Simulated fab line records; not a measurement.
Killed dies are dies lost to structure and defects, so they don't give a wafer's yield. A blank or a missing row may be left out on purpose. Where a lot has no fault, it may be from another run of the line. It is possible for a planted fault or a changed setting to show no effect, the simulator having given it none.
Which tool was responsible?    flow gf180mcu    14 lots, 42 wafers sampled, at 3 steps of a route of 602

== WHAT THE GAUGES READ, wafer by wafer ==
GF_M4_RS_MEAS_05: measurement is done with a four-point probe. Usual: M4_ALCU_RS gives 0.0691 ohm/sq (standard deviation 0.0009).
lot   measured      on             M4_ALCU_RS (ohm/sq)   flag
L738  day 22 10:15  film_metro-03  0.0694 0.0692 0.0689  
L740  day 23 05:21  film_metro-03  0.0680 0.0684 0.0682  
L746  day 25 18:54  film_metro-03  0.0676 0.0672 0.0678  
L747  day 26 00:20  film_metro-03  0.0685 0.0682 0.0679  
L749  day 26 10:48  film_metro-04  0.0690 0.0695 0.0695  
L750  day 26 17:17  film_metro-03  0.0692 0.0690 0.0692  
L751  day 27 05:09  film_metro-01  0.0694 0.0692 0.0695  
L754  day 27 20:19  film_metro-03  0.0684 0.0680 0.0686  
L755  day 28 05:20  film_metro-03  0.0682 0.0679 0.0689  
L756  day 28 10:19  film_metro-03  0.0689 0.0685 0.0687  
L757  day 28 18:46  film_metro-01  0.0702 0.0700 0.0697  
L758  day 29 01:58  film_metro-03  0.0696 0.0693 0.0689  
L759  day 29 06:30  film_metro-03  0.0677 0.0675 0.0667  
L761  day 30 04:52  film_metro-01  0.0701 0.0701 0.0706  

== WHAT TOOL EACH LOT RAN ON (gives the tool, then ch and the chambers of the sampled wafers, and finally the start) ==
lot   GF_V3_CVD_23                   GF_M4_SPUTTER_01
L738  cvd_w-01 ch 0,1, day 22 09:25  pvd_sputter-04, day 22 10:07
L740  cvd_w-02 ch 0,1, day 23 04:31  pvd_sputter-02, day 23 05:10
L746  cvd_w-02 ch 0,1, day 25 18:05  pvd_sputter-02, day 25 18:44
L747  cvd_w-02 ch 0,1, day 25 23:31  pvd_sputter-02, day 26 00:11
L749  cvd_w-02 ch 0,1, day 26 09:59  pvd_sputter-04, day 26 10:40
L750  cvd_w-02 ch 0,1, day 26 16:29  pvd_sputter-04, day 26 17:10
L751  cvd_w-02 ch 0,1, day 27 04:20  pvd_sputter-01, day 27 04:59
L754  cvd_w-01 ch 0,1, day 27 19:30  pvd_sputter-02, day 27 20:11
L755  cvd_w-02 ch 0,1, day 28 04:30  pvd_sputter-02, day 28 05:11
L756  cvd_w-02 ch 0,1, day 28 09:30  pvd_sputter-02, day 28 10:09
L757  cvd_w-01 ch 0,1, day 28 17:58  pvd_sputter-04, day 28 18:39
L758  cvd_w-02 ch 0,1, day 29 00:37  pvd_sputter-01, day 29 01:51
L759  cvd_w-02 ch 0,1, day 29 05:41  pvd_sputter-02, day 29 06:23
L761  cvd_w-01 ch 0,1, day 30 04:02  pvd_sputter-01, day 30 04:42
- GF_V3_CVD_23: deposits W, target thk 350 nm, time 104.9 s.
- GF_M4_SPUTTER_01: material TiN, target thk 30 nm, time 25 s.

== WHAT THE TOOLS THEMSELVES READ (means of the sampled wafers that have a number; where no wafer has one, the mark that the record gives instead) ==
GF_V3_CVD_23. Usual: 840 W for heater_power_w, sd 24.
lot   tool      heater_power_w (W)  flag
L738  cvd_w-01  849                 
L740  cvd_w-02  822                 
L746  cvd_w-02  826                 
L747  cvd_w-02  852                 
L749  cvd_w-02  834                 
L750  cvd_w-02  840                 
L751  cvd_w-02  834                 
L754  cvd_w-01  856                 
L755  cvd_w-02  832                 
L756  cvd_w-02  839                 
L757  cvd_w-01  850                 
L758  cvd_w-02  847                 
L759  cvd_w-02  827                 
L761  cvd_w-01  866                 

GF_M4_SPUTTER_01. Usual: 29.2 % for throttle_valve_pct, sd 1.1.
lot   tool            throttle_valve_pct (%)  flag
L738  pvd_sputter-04  29.6                    
L740  pvd_sputter-02  28.9                    
L746  pvd_sputter-02  29.0                    
L747  pvd_sputter-02  28.4                    
L749  pvd_sputter-04  29.6                    
L750  pvd_sputter-04  30.9                    
L751  pvd_sputter-01  29.3                    
L754  pvd_sputter-02  28.2                    
L755  pvd_sputter-02  28.3                    
L756  pvd_sputter-02  28.7                    
L757  pvd_sputter-04  30.2                    
L758  pvd_sputter-01  28.7                    
L759  pvd_sputter-02  29.4                    
L761  pvd_sputter-01  28.6                    

== THE ANSWER, worked out from the rows above alone ==
Rule: a lot is off if the mean of its wafers that have a number lies more than 3 standard deviations from the usual mean. Also off: a lot with no number at a reading for which 4 or more lots have one. Where the step has rows for the other lots, those lots are counted as sound. First the gauges in route order, then the tools' own readings, where a lot's mean is used as printed above. At the first step where some lot is off, the reading lying furthest off is the one used; lots without a number count as furthest.
None of the lots is off at any reading shown; this tells nothing.

== WHAT THE SIMULATOR PUT IN ==
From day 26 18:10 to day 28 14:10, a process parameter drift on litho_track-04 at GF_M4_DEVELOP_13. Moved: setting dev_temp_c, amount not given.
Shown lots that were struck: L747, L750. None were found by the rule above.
